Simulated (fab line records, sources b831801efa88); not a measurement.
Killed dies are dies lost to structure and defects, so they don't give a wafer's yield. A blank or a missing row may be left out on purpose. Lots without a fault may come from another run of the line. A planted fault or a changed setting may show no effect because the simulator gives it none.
Chamber matching | flow sky130 | SKY_VIA3_CMP_24 on cmp-02: 4 sister chambers
The step polishes, stops on SiO2, t overpolish 20 s, target thk 0 nm. 4 wafers are shown with their chamber, then 7 later ones without.

WAFERS WITH THEIR CHAMBER
wafer  | chamber | time_to_endpoint_s (s)
L145.5 | 1       | 92
L151.3 | 0       | 97
L153.3 | 3       | 93
L153.4 | 2       | 88

WAFERS WITHOUT THEIR CHAMBER
wafer  | time_to_endpoint_s (s)
L153.6 | 89
L157.3 | 87
L157.5 | 93
L157.6 | 94
L163.1 | 98
L163.2 | 101
L163.4 | 95

WHICH CHAMBER EACH WENT THROUGH
wafer  | from the rows above          | in truth
L153.6 | can't be placed: 2 or 1 or 3 | 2
L157.3 | 2                            | 2
L157.5 | can't be placed: 3 or 1      | 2
L157.6 | can't be placed: 3 or 1 or 0 | 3
L163.1 | 0                            | 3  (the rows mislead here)
L163.2 | 0                            | 0
L163.4 | can't be placed: 0 or 3 or 1 | 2
Placed correctly: 2 of 7. Can't be placed from these rows: 4 (the true chamber is among the candidates in 2). Placed wrongly: 1.
How it was worked out, from the rows above alone: a wafer's distance from a chamber is the root of the sum, over the readings, of the square of ((its reading less the chamber's mean) divided by the reading's scatter). The wafer belongs to the nearest chamber; if the next one is less than 2 further off, it can't be placed. A chamber's mean is the mean of its shown wafers. The scatter: with one shown wafer a chamber, the root of the mean of the squares of how far each hidden wafer lies from its nearest shown one.
